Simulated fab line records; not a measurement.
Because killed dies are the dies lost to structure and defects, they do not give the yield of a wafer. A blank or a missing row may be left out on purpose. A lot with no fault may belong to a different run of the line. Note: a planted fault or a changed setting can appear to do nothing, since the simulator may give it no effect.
What tool caused it? :: flow sky130 :: Sampling: 13 lots, 39 wafers, 3 of 708 route steps

WHAT EACH GAUGE READ, for each wafer
SKY_VT_ADJUST_NCORE_OVL_MEAS_08.
lot: L642
measured: day 8 14:01
on: overlay-02
VT_ADJUST_NCORE_OVL (nm): 0.8 1.2 1.0

lot: L643
measured: day 8 18:19
on: overlay-01
VT_ADJUST_NCORE_OVL (nm): 0.6 1.1 -1.2

lot: L644
measured: day 9 05:13
on: overlay-02
VT_ADJUST_NCORE_OVL (nm): 0.2 1.6 -0.7

lot: L645
measured: day 9 09:19
on: overlay-01
VT_ADJUST_NCORE_OVL (nm): 1.3 1.5 -0.4

lot: L646
measured: day 9 18:56
on: overlay-01
VT_ADJUST_NCORE_OVL (nm): -0.4 -0.7 -3.2

lot: L647
measured: day 9 21:56
on: overlay-02
VT_ADJUST_NCORE_OVL (nm): 1.8 1.0 0.9

lot: L656
measured: day 12 21:10
on: overlay-02
VT_ADJUST_NCORE_OVL (nm): -1.6 -0.1 -1.3

lot: L658
measured: day 13 06:49
on: overlay-02
VT_ADJUST_NCORE_OVL (nm): 0.1 -0.4 0.1

lot: L659
measured: day 13 16:22
on: overlay-01
VT_ADJUST_NCORE_OVL (nm): -0.2 -0.4 2.3

lot: L660
measured: day 14 01:31
on: overlay-01
VT_ADJUST_NCORE_OVL (nm): -1.1 1.0 0.1

lot: L663
measured: day 15 00:41
on: overlay-02
VT_ADJUST_NCORE_OVL (nm): 1.2 -0.5 2.5

lot: L664
measured: day 15 07:07
on: overlay-02
VT_ADJUST_NCORE_OVL (nm): 0.7 1.4 0.7

lot: L665
measured: day 15 19:55
on: overlay-01
VT_ADJUST_NCORE_OVL (nm): 1.9 1.3 -0.3

SKY_SONOS_TUNNEL_OVL_MEAS_08.
lot: L642
measured: day 11 09:46
on: overlay-02
SONOS_TUNNEL_OVL (nm): -0.2 1.6 0.7

lot: L643
measured: day 11 13:52
on: overlay-02
SONOS_TUNNEL_OVL (nm): -1.5 -1.7 0.3

lot: L644
measured: day 12 02:18
on: overlay-01
SONOS_TUNNEL_OVL (nm): -0.8 -0.2 -2.1

lot: L645
measured: day 12 06:33
on: overlay-01
SONOS_TUNNEL_OVL (nm): -2.1 -1.4 -0.1

lot: L646
measured: day 12 18:04
on: overlay-01
SONOS_TUNNEL_OVL (nm): 1.2 0.3 -0.4

lot: L647
measured: day 12 21:01
on: overlay-01
SONOS_TUNNEL_OVL (nm): 0.1 1.5 -1.5

lot: L656
measured: day 16 05:03
on: overlay-02
SONOS_TUNNEL_OVL (nm): -0.8 1.5 -1.1

lot: L658
measured: day 16 15:30
on: overlay-02
SONOS_TUNNEL_OVL (nm): -0.1 -1.6 0.3

lot: L659
measured: day 17 02:55
on: overlay-01
SONOS_TUNNEL_OVL (nm): -2.0 -0.9 -0.3

lot: L660
measured: day 17 12:49
on: overlay-02
SONOS_TUNNEL_OVL (nm): 2.1 -0.2 1.2

lot: L663
measured: day 18 13:40
on: overlay-02
SONOS_TUNNEL_OVL (nm): 0.1 -0.4 -1.3

lot: L664
measured: day 18 21:37
on: overlay-01
SONOS_TUNNEL_OVL (nm): -0.3 1.4 0.6

lot: L665
measured: day 19 12:21
on: overlay-01
SONOS_TUNNEL_OVL (nm): 1.2 1.2 -0.6

SKY_SONOS_ONO_CD_MEAS_13: the cd target is 410 nm.
lot: L642
measured: day 12 16:45
on: cd sem-02
cd nm (nm): 410.3 409.4 411.6

lot: L643
measured: day 12 20:29
on: cd sem-01
cd nm (nm): 411.3 409.1 408.3

lot: L644
measured: day 13 07:56
on: cd sem-01
cd nm (nm): 406.9 406.0 407.3

lot: L645
measured: day 13 13:11
on: cd sem-02
cd nm (nm): 406.8 406.4 408.0

lot: L646
measured: day 14 01:58
on: cd sem-02
cd nm (nm): 410.4 412.1 409.8

lot: L647
measured: day 14 05:25
on: cd sem-02
cd nm (nm): 409.7 410.9 410.3

lot: L656
measured: day 17 15:59
on: cd sem-02
cd nm (nm): 409.1 410.2 408.4

lot: L658
measured: day 18 01:56
on: cd sem-02
cd nm (nm): 406.1 408.2 407.5

lot: L659
measured: day 18 13:54
on: cd sem-01
cd nm (nm): 415.5 415.1 414.3

lot: L660
measured: day 19 00:08
on: cd sem-01
cd nm (nm): 408.4 410.2 407.3

lot: L663
measured: day 20 00:18
on: cd sem-01
cd nm (nm): 405.8 405.6 406.8

lot: L664
measured: day 20 12:09
on: cd sem-02
cd nm (nm): 412.2 410.8 408.6

lot: L665
measured: day 20 23:26
on: cd sem-01
cd nm (nm): 411.0 410.5 412.3

TOOL THAT RAN EACH LOT (tool first, then ch and the chambers of the sampled wafers, then the start)
Before these readings, the record contains no process step.

WHAT THE TOOLS THEMSELVES READ (means of the sampled wafers that have a number; where no wafer has one, the mark that the record gives instead)
The record holds no such reading with a usual standard deviation.

THE ANSWER, worked out from the rows above alone
Rule: the lots themselves supply what counts as usual. The widest of any qualifying gaps counts: lots, ordered by their means at a reading, are off when they make up no more than a third of the lots, leave a main group of 4 or more, and stand apart from it by 3 or more times the standard deviation of that group's means. A main group is skipped when, at the precision printed for the reading in the tables above, its means are all equal. Also off: a lot with no number at a reading for which 4 or more lots have one. The other lots that the step has rows for count as sound. After the gauges, taken in route order, come the tools' own readings; for these a lot's mean is taken, as printed above. The first step at which some lot is off is used, and at that step the reading that is off furthest; a lot without a number counts as furthest.
Nothing can be told from this: no lot is off at any reading shown.

WHAT THE SIMULATOR PUT IN
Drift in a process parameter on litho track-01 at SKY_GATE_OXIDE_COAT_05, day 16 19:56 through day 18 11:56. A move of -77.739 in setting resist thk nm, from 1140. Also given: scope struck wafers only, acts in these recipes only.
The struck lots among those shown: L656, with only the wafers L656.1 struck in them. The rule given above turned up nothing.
